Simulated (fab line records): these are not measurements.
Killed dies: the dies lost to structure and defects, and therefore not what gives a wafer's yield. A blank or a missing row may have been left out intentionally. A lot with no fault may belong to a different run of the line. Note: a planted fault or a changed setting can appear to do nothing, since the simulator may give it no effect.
2 desks looking at one fault	flow gf180mcu	numbers are kept per desk, each desk with only its own; the story behind them comes last

THE TOOL OWNER'S DESK: cvd w-01
The tool's own readings at GF_V3_CVD_23 (deposits W, target thk 350 nm, time 104.9 s): means of the sampled wafers that have a number, for each lot that ran on this tool. Any lot whose mean is over 4 standard deviations away from the usual mean is out of limits and marked OUT; that distance is given in the brackets.
Columns: A = heater power w at GF_V3_CVD_23, usual 837 W
lot	first seen here	A
L931	day 22 03:49	820
L933	day 23 09:56	814
L939	day 25 04:41	797
L940	day 25 11:40	803
L941	day 26 02:50	769
L954	day 29 14:25	797
This desk's verdict: no lot among the 6 shows anything out of limits.

METROLOGY DESK
What the gauges read for every lot (on any tool): the sampled wafers with a number, averaged. Any lot whose mean is over 4 standard deviations away from the usual mean is out of limits and marked OUT; that distance is given in the brackets.
Columns: A = V3_CVD_02_THK at GF_V3_THK_MEAS_03, usual 849 nm; B = V3_W_RS at GF_V3_RS_MEAS_24, usual 0.330 ohm/sq; C = V3_W_THK at GF_V3_THK_MEAS_25, usual 343 nm; D = M4_ALCU_THK at GF_M4_THK_MEAS_06, usual 459 nm
lot	first seen here	A	B	C	D
L931	day 21 03:38	844	0.332	346	459
L932	day 21 12:12	839	0.333	335	454
L933	day 22 09:42	845	0.330	343	469
L939	day 24 05:51	857	0.297 (-9.3) OUT	389 (+10) OUT	453
L940	day 24 12:49	875	0.282 (-13) OUT	413 (+16) OUT	460
L941	day 25 03:44	846	0.281 (-14) OUT	422 (+18) OUT	460
L949	day 27 08:46	845	0.332	343	454
L950	day 27 17:17	840	0.332	344	470
L951	day 27 22:31	841	0.330	345	459
L952	day 28 08:14	844	0.331	339	462
L953	day 28 16:13	842	0.334	339	450
L954	day 28 17:09	846	0.330	340	459
Finding of this desk: L939, L940, L941 out of limits, first seen on L939 at day 25 04:49 (V3_W_RS at GF_V3_RS_MEAS_24). L931, L932, L933, L949, L950, L951, L952, L953, L954: within limits.

ALL TOGETHER
Metrology desk: alarm possible at day 25 04:49 on L939, L940, L941.
The desk of the tool owner found nothing out of limits.
On record at the tool owner's desk: L939, L940, L941, within its limits.
Of the lots named, all ran GF_V3_CVD_23 on cvd w-01.

WHAT THE SIMULATOR PUT IN
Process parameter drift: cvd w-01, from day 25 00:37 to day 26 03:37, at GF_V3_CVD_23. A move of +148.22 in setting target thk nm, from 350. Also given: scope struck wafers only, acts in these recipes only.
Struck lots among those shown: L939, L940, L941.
Delay in hours, fault start to first out-of-limits reading, per desk: metrology desk 4.
